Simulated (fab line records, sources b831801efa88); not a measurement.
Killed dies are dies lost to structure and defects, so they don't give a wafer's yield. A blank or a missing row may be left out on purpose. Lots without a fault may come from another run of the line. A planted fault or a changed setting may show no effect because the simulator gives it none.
One fault seen from 2 desks | flow gf180mcu | each desk has only its own numbers; what lay behind them comes last

THE METROLOGY DESK
What the gauges read, lot by lot, whatever tool the lot ran on: means of the sampled wafers that have a number. A lot is out of limits, marked OUT, if its mean lies more than 4 standard deviations from the usual mean; the brackets give that distance.
Columns: A = M3_OVL at GF_M3_OVL_MEAS_15, usual -1 nm
lot  | first seen here | A
L609 | day 21 13:37    | -3
L610 | day 21 22:46    | -7
L611 | day 22 07:16    | -6
L617 | day 24 08:50    | 1
L620 | day 25 04:19    | 0
L622 | day 25 19:13    | -5
L623 | day 26 04:40    | 8
L626 | day 27 03:34    | 6
L628 | day 27 21:19    | -8
L629 | day 27 23:25    | 6
L630 | day 28 08:13    | 0
L631 | day 28 10:34    | -4
L632 | day 28 19:28    | -0
This desk's finding: nothing out of limits on any of the 13 lots.

THE TOOL OWNER'S DESK: litho_track-02
The tool's own readings at GF_MIM_DEVELOP_18 (develop time 60 s): means of the sampled wafers that have a number, for each lot that ran on this tool. A lot is out of limits, marked OUT, if its mean lies more than 4 standard deviations from the usual mean; the brackets give that distance.
Columns: A = chill_plate_temp_C at GF_MIM_DEVELOP_18, usual 23.00 C; B = developer_temp_C at GF_MIM_DEVELOP_18, usual 22.99 C; C = resist_line_temp_C at GF_MIM_DEVELOP_18, usual 22.98 C
lot  | first seen here | A     | B                | C
L611 | day 26 06:45    | 22.82 | 23.03            | 23.07
L617 | day 28 02:52    | 23.14 | 22.14 (-7.8) OUT | 23.04
L620 | day 28 21:20    | 22.96 | 22.10 (-8.1) OUT | 22.94
L628 | day 31 06:47    | 23.08 | 23.18            | 22.93
L631 | day 31 17:50    | 23.07 | 23.00            | 23.13
This desk's finding: out of limits on L617, L620; first on L617, day 28 02:52 (developer_temp_C at GF_MIM_DEVELOP_18). In limits: L611, L628, L631.

PUT TOGETHER
The tool owner's desk could have raised an alarm at day 28 02:52, on L617, L620.
The metrology desk saw nothing out of limits.
The metrology desk has L617, L620 on record, within its limits.
Of the lots named, all ran GF_MIM_DEVELOP_18 on litho_track-02.

WHAT THE SIMULATOR HAD PUT IN
Process parameter drift: litho_track-02, from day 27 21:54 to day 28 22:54, at GF_MIM_DEVELOP_18. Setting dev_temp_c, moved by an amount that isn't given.
Lots struck among those shown: L617, L620.
Hours from the fault's start to each desk's first reading out of limits: the tool owner's desk, 5.
